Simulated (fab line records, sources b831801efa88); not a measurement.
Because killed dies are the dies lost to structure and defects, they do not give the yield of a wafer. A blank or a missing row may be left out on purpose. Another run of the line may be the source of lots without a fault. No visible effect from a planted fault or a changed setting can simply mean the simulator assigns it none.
Chamber matching -- flow sky130 -- SKY_CONTACT_CMP_27 on cmp-02: 4 sister chambers
The step polishes, stops on SiO2, t overpolish 15 s, target thk 0 nm. 14 wafers are shown with their chamber, then 7 later ones without.

## EACH WAFER AND ITS CHAMBER
wafer,chamber,motorCurrentA (A),timeToEndpointS (s),overpolishRunS (s)
L257.1,1,11.2,80,14.998
L257.2,2,11.0,80,14.997
L257.5,3,9.0,79,15.004
L256.1,0,10.3,80,14.993
L256.2,2,10.9,81,14.999
L256.4,3,9.0,80,15.005
L258.2,3,9.4,77,15.009
L258.4,2,10.2,83,15.004
L258.5,2,11.2,81,14.992
L259.1,1,11.5,77,15.001
L259.2,2,10.8,81,15.011
L259.5,2,10.8,81,14.992
L260.2,0,10.7,79,15.014
L260.5,0,10.6,81,15.004

SIGNATURES (means of the wafers above)
reading,chamber 0,chamber 1,chamber 2,chamber 3,scatter within a chamber
motorCurrentA,10.533,11.350,10.817,9.133,0.284
timeToEndpointS,80.00,78.50,81.17,78.67,1.26
overpolishRunS,15.00367,14.99950,14.99917,15.00600,0.00714
Rule: distance of a wafer from a chamber = root of the sum over the readings of ((wafer's reading minus chamber's mean) / reading's scatter) squared. If the next closest chamber is less than 2 further off than the closest, the wafer can't be placed; otherwise it belongs to the closest. The scatter is the square root of a quotient: the sum, over the shown wafers, of each reading's squared deviation from its chamber's mean, divided by wafers minus chambers.

## WAFERS MISSING THEIR CHAMBER
wafer,motorCurrentA (A),timeToEndpointS (s),overpolishRunS (s)
L260.6,11.7,83,14.996
L261.1,9.0,78,14.991
L261.3,11.4,77,15.011
L261.4,11.0,79,14.998
L269.2,10.8,85,14.995
L269.5,10.6,82,14.991
L269.6,9.4,80,15.001

## WHICH CHAMBER EACH ONE RAN IN
wafer,from the rows above,in truth
L260.6,can't be placed: 2 or 1 or 0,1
L261.1,3,3
L261.3,can't be placed: 1 or 0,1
L261.4,can't be placed: 1 or 2 or 0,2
L269.2,can't be placed: 2 or 0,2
L269.5,can't be placed: 2 or 0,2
L269.6,3,3
Placed correctly: 2 of 7. Can't be placed from these rows: 5 (the true chamber is among the candidates in 5). Number placed wrongly: 0.
